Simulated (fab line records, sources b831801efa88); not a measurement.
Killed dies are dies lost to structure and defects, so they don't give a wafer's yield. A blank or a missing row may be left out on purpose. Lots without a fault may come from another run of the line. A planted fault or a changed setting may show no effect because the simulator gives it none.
Tool commonality check | flow sky130 | 12 lots, 36 wafers sampled

WHY IT WAS OPENED
At SKY_NWELL_RS_MEAS_29 the reading NWELL_RS is flagged on 2 of 12 lots. Wafers without a fault read 625.2 ohm/sq, standard deviation 1.7.
Rule: a lot is flagged when every wafer of it that has a number lies more than 4 standard deviations from that mean, or none has a number. The other lots count as sound.

lot  | measured     | on            | NWELL_RS (ohm/sq), wafer by wafer | flag
L599 | day 6 07:48  | film_metro-02 | 626.9 627.3 625.2                 |
L600 | day 6 15:16  | film_metro-03 | 625.3 625.0 625.7                 |
L601 | day 6 21:17  | film_metro-03 | 625.5 625.3 623.8                 |
L602 | day 7 02:39  | film_metro-03 | 624.2 627.6 627.3                 |
L603 | day 7 08:10  | film_metro-03 | 628.1 626.3 624.9                 |
L604 | day 7 14:44  | film_metro-01 | 624.0 624.4 626.2                 |
L610 | day 9 02:14  | film_metro-03 | 603.3 603.1 603.0                 | FLAGGED
L611 | day 9 07:15  | film_metro-02 | 624.4 623.6 623.4                 |
L612 | day 9 16:06  | film_metro-02 | 604.0 604.0 604.2                 | FLAGGED
L615 | day 10 09:24 | film_metro-03 | 620.0 620.7 620.8                 |
L617 | day 10 21:01 | film_metro-01 | 627.3 624.9 625.4                 |
L618 | day 10 23:14 | film_metro-02 | 624.4 626.1 624.1                 |
The numbers of the flagged lots are 603.6 ohm/sq on average: -21.6 ohm/sq against the usual, or -13 standard deviations.

WHICH TOOL RAN EACH LOT
The record holds 1 process step before the reading, out of a route of 708 steps. In each cell: the tool, then ch and the chambers that the sampled wafers went through, then the start.
lot  | flag    | SKY_NWELL_IMPLANT_11
L599 |         | implanter-03 ch 0, day 5 13:01
L600 |         | implanter-03 ch 0, day 5 19:26
L601 |         | implanter-02 ch 0, day 6 00:56
L602 |         | implanter-04 ch 0, day 6 05:43
L603 |         | implanter-04 ch 0, day 6 11:38
L604 |         | implanter-03 ch 0, day 6 17:50
L610 | FLAGGED | implanter-04 ch 0, day 8 04:14
L611 |         | implanter-02 ch 0, day 8 09:14
L612 | FLAGGED | implanter-04 ch 0, day 8 17:08
L615 |         | implanter-03 ch 0, day 9 11:31
L617 |         | implanter-03 ch 0, day 9 23:04
L618 |         | implanter-03 ch 0, day 10 01:52
What these steps do:
- SKY_NWELL_IMPLANT_11
- SKY_NWELL_RS_MEAS_29: measures by four-point-probe.

FLAGGED OVER TOTAL, TOOL BY TOOL (the gauges that took the reading come last)
step                 | tool          | lots run | flagged | share of the flagged lots | sound lots run after its first flagged lot
SKY_NWELL_IMPLANT_11 | implanter-02  | 2        | 0       | none                      | -
SKY_NWELL_IMPLANT_11 | implanter-03  | 6        | 0       | none                      | -
SKY_NWELL_IMPLANT_11 | implanter-04  | 4        | 2       | all                       | 0
SKY_NWELL_RS_MEAS_29 | film_metro-01 | 2        | 0       | none                      | -
SKY_NWELL_RS_MEAS_29 | film_metro-02 | 4        | 1       | some                      | 1 (L618)
SKY_NWELL_RS_MEAS_29 | film_metro-03 | 6        | 1       | some                      | 1 (L615)

WHAT THE TABLE ALLOWS
1 row of the table ran every flagged lot: implanter-04 at SKY_NWELL_IMPLANT_11.
- implanter-04 at SKY_NWELL_IMPLANT_11: 2 of its 4 lots flagged. Its last sound lot is L603 (day 6 11:38), its first flagged lot L610 (day 8 04:14): a fault that began between those two fits. Its own readings lie more than 4 standard deviations out on every wafer of the flagged lots: dose_ions_cm2.
One tool is left: implanter-04 at SKY_NWELL_IMPLANT_11.

WHAT THE SIMULATOR HAD PUT IN
Process parameter drift: implanter-04, from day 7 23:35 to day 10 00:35, at SKY_NWELL_IMPLANT_11. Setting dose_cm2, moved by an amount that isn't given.
Lots struck among those shown: L610, L612. The rule above found the same.
